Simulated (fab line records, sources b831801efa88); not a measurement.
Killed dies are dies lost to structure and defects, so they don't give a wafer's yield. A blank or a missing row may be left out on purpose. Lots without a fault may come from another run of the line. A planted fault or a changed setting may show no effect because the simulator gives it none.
Problem report in the 8D (eight disciplines) form, filled by code | flow sfq_line | the parts of the form that need people (team, actions taken, sign-off) are left out

1. THE PROBLEM
oes_product_au at SFQ_TRILAYER_I2_VIA_BARC_OPEN_VIA_ETCH_096 reads a mean of 0.730 a.u. on 2 wafers of 1 lot; wafers without a fault read 0.685 a.u. with a standard deviation of 0.0045. That is +10 standard deviations from the usual mean.
The step: etches BARC in O2, target depth 125 nm, time 41.7 s.
First seen on wafer L454.1, day 42 14:16, on rie_diel-04. The record holds 39 wafers of 13 lots with a number at this step. Rule for "out", or "out of limits": more than 4 standard deviations from the usual mean. The other wafers with a number count as sound.

2. WHAT IT IS AND WHAT IT IS NOT
question                    | is                           | is not
which readings at this step | oes_product_au, run_length_s | drypump_motor_current_A
which lots                  | L454                         | L439, L440, L441, L442, L443, L444, L445, L446, L447, L448, L460, L462
which wafers of those lots  | L454.1, L454.2               | L454.3
read on which tools         | rie_diel-04                  | rie_diel-02, rie_diel-03
when                        | from day 42 14:16            | up to then (31 sound wafers); but 6 sound wafers of L460, L462 came after

3. SUSPECTS, AND WHAT RULES EACH OUT
Counting: a tool at a process step up to the reading stays a suspect if it ran every lot that is out. Sound lots after the first of them don't rule it out here, since some wafers of a struck lot are sound.
- rie_diel-04 at SFQ_TRILAYER_I2_VIA_BARC_OPEN_VIA_ETCH_096 (etches BARC in O2, target depth 125 nm, time 41.7 s): kept. It ran the lot that is out, L454 (day 42 14:16); its last sound lot up to then is L444 (day 33 19:49). Its own readings are out on those wafers: oes_product_au, run_length_s.
- Within rie_diel-04 at SFQ_TRILAYER_I2_VIA_BARC_OPEN_VIA_ETCH_096: the wafers that are out ran in chambers 1, 2; their sound lot-mates ran in chamber 0.
Left after counting: rie_diel-04 at SFQ_TRILAYER_I2_VIA_BARC_OPEN_VIA_ETCH_096.

4. THE CAUSE (what the simulator had put in)
Process parameter drift: rie_diel-04, from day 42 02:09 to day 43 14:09, at SFQ_TRILAYER_I2_VIA_BARC_OPEN_VIA_ETCH_096. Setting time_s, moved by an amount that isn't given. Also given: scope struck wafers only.
Counting left only this tool.

5. THE CHAIN OF EFFECTS, in route order
Each row: a reading whose mean over the struck wafers that have a number lies more than 3 standard deviations from the usual. Only readings for which the record gives a usual standard deviation are gone through. hours: the time from each lot's start at the first step in this table that gives one to its start at this step, as a median over the lots. sigmas: the change in usual standard deviations.
hours | step                                       | reading        | usual      | on struck wafers | change | sigmas
0     | SFQ_TRILAYER_I2_VIA_BARC_OPEN_VIA_ETCH_096 | oes_product_au | 0.685 a.u. | 0.730            | +0.045 | +10
0     | SFQ_TRILAYER_I2_VIA_BARC_OPEN_VIA_ETCH_096 | run_length_s   | 70.0 s     | 66.4             | -3.6   | -7.4
The process steps in it:
- SFQ_TRILAYER_I2_VIA_BARC_OPEN_VIA_ETCH_096: etches BARC in O2, target depth 125 nm, time 41.7 s.

6. WHAT WOULD HAVE CAUGHT IT SOONER
In this record the first reading out of limits was taken at day 42 14:16, 12 hours after the fault began at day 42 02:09.
